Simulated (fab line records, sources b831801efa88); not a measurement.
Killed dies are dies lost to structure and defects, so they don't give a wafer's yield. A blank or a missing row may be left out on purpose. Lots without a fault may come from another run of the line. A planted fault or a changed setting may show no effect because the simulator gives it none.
A struck lot beside a sound one | flow sky130 | 14 steps out of a route of 708
Sound: wafers L145.3, L145.4, L145.6. Struck: wafers L138.3, L138.4, L138.6. The cause comes at the end.
At each step with rows: each side's tool, then ch and its chambers, then its first start. Under that, the readings that differ: sound wafers | struck wafers | difference of the means | sigmas: that difference in standard deviations of wafers without a fault.
alike: readings whose means differ by less than 2 such deviations, and words and numbers that are the same on both sides. not compared: withheld readings, readings that some wafer has no value for, bounds like >300 that may hide the same value, and numbers for which the record gives no deviation and whose values overlap.
The two part at a step that has a row with sigmas, a row that says differs or no value, or rows on one side only. Numbers that don't overlap but have no deviation are shown without sigmas and don't part them. A reading that every wafer of one side lacks parts them only if that side has two wafers or more.

first, 2 steps without rows for these wafers: SKY_VT_ADJUST_PCH_PEB_05; SKY_VT_ADJUST_PCH_DEVELOP_06 (develop time 60 s).
SKY_VT_ADJUST_PCH_OVL_MEAS_07:
  sound on overlay-01, day 14 13:01; struck on overlay-01, day 12 12:32
  alike: VT_ADJUST_PCH_OVL
then, 1 step without rows for these wafers: SKY_VT_ADJUST_PCH_IMPLANT_08.
SKY_VT_ADJUST_PCH_STRIP_09: strips in O2/N2.
  sound on plasma_asher-03 ch 0,1, day 14 13:13; struck on plasma_asher-02 ch 0,1, day 12 12:44
  alike: drypump_motor_current_A, oes_product_au, strip_time_to_endpoint_s
  not compared: rf_hours_counter_h
SKY_VT_ADJUST_PCH_TW_MEAS_10:
  sound on film_metro-02, day 14 13:18; struck on film_metro-02, day 12 12:50
  alike: VT_ADJUST_PCH_TW
then, 6 steps without rows for these wafers: SKY_SONOS_TUNNEL_DEHYDRATE_00 (time 60 s); SKY_SONOS_TUNNEL_HMDS_01 (prime time 60 s); SKY_SONOS_TUNNEL_COAT_02 (resist thk 1140 nm); SKY_SONOS_TUNNEL_SOFTBAKE_03 (time 60 s); SKY_SONOS_TUNNEL_EXPOSE_04 (exposes mask TUNM, target cd 410 nm); SKY_SONOS_TUNNEL_PEB_05.
SKY_SONOS_TUNNEL_DEVELOP_06: develop time 60 s.
  sound on litho_track-01 ch 0, day 15 15:53; struck on litho_track-03, day 13 11:40
  no value came back on the struck wafers for chill_plate_temp_C (C), develop_time_s (s); on the sound wafers chill_plate_temp_C (C) reads 23.05 23.00 22.93
SKY_SONOS_TUNNEL_CD_MEAS_07: target cd 410 nm.
  sound on cd_sem-02, day 15 16:01; struck on cd_sem-01, day 13 11:49
  reading    | sound             | struck | difference                    | sigmas
  cd_nm (nm) | 410.7 410.0 411.2 | - - -  | no value on the struck wafers |

WHERE THEY PART
First at SKY_SONOS_TUNNEL_DEVELOP_06; last, within this record, at SKY_SONOS_TUNNEL_CD_MEAS_07.

WHY: what the simulator had put in
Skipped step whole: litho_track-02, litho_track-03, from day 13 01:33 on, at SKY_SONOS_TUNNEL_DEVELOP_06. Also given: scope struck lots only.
